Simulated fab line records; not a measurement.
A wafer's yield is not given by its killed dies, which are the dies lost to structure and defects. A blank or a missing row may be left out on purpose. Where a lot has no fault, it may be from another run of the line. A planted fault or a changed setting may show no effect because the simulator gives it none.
Code-filled problem report in 8D (eight disciplines) form / flow sfq line / the parts of the form that need people (team, actions taken, sign-off) are left out

## 1. THE PROBLEM
head pressure psi at SFQ_TRILAYER_I2_CMP_CMP_064 reads a mean of 2.835 psi on 2 wafers of 2 lots; wafers without a fault read 3.000 psi with a standard deviation of 0.0065. That is -25 standard deviations from the usual mean.
The step: polishes SiO2.
First observed at day 35 01:10: wafer L328.1, on cmp-02. The record holds 42 wafers of 14 lots with a number at this step. Rule for "out", or "out of limits": more than 4 standard deviations from the usual mean. The other wafers with a number count as sound.

## 2. WHAT THIS IS AND IS NOT
question=which readings at this step | is=head pressure psi | is not=motor current A, slurry flow ml min
question=which lots | is=L328, L332 | is not=L318, L320, L321, L322, L323, L324, L327, L330, L331, L337, L338, L340
question=which wafers of those lots | is=L328.1, L332.4 | is not=L328.2, L328.4, L332.2, L332.6
question=read on which tools | is=cmp-02 | is not=cmp-01
question=when | is=from day 35 01:10 | is not=up to then (22 sound wafers); but 18 sound wafers of L328, L330, L331, L332, L337, L338, L340 came after

## 3. THE SUSPECTS, EACH WITH WHAT RULES IT OUT
Counting: any tool at a process step up to the reading remains a suspect provided it ran every lot that is out. Sound lots after the first of them don't rule it out here, since some wafers of a struck lot are sound.
- cmp-02 at SFQ_TRILAYER_I2_CMP_CMP_064 (polishes SiO2): kept. It ran every lot that is out, first L328 (day 35 01:10); its last sound lot up to then is L324 (day 33 09:54). On those wafers its own readings are out: head pressure psi.
- cmp-02, SFQ_TRILAYER_I2_CMP_CMP_064: wafers that are out in chamber 1, sound lot-mates in chambers 0, 3.
Remaining after the count: cmp-02 at SFQ_TRILAYER_I2_CMP_CMP_064.

## 4. THE CAUSE (what the simulator had put in)
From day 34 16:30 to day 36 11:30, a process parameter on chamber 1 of cmp-02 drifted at SFQ_TRILAYER_I2_CMP_CMP_064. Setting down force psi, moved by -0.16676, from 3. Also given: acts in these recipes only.
This tool alone remained once counting was done.

## 5. THE CHAIN OF EFFECTS, in route order
Rows list readings where the struck wafers' mean (over those with a number) sits beyond 3 standard deviations from the usual. Only readings whose record carries a usual standard deviation are examined. hours: median over the lots of the time between each lot's start at the first step of this table that gives one and its start at this step. sigmas: the change, counted in usual standard deviations.
hours=0; step=SFQ_TRILAYER_I2_CMP_CMP_064; reading=head pressure psi; usual=3.000 psi; on struck wafers=2.835; change=-0.165; sigmas=-25
The process steps in it:
- SFQ_TRILAYER_I2_CMP_CMP_064: polishes SiO2.

## 6. HOW IT WOULD HAVE BEEN CAUGHT EARLIER
In this record the first reading out of limits was taken at day 35 01:10, 9 hours after the fault began at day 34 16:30.
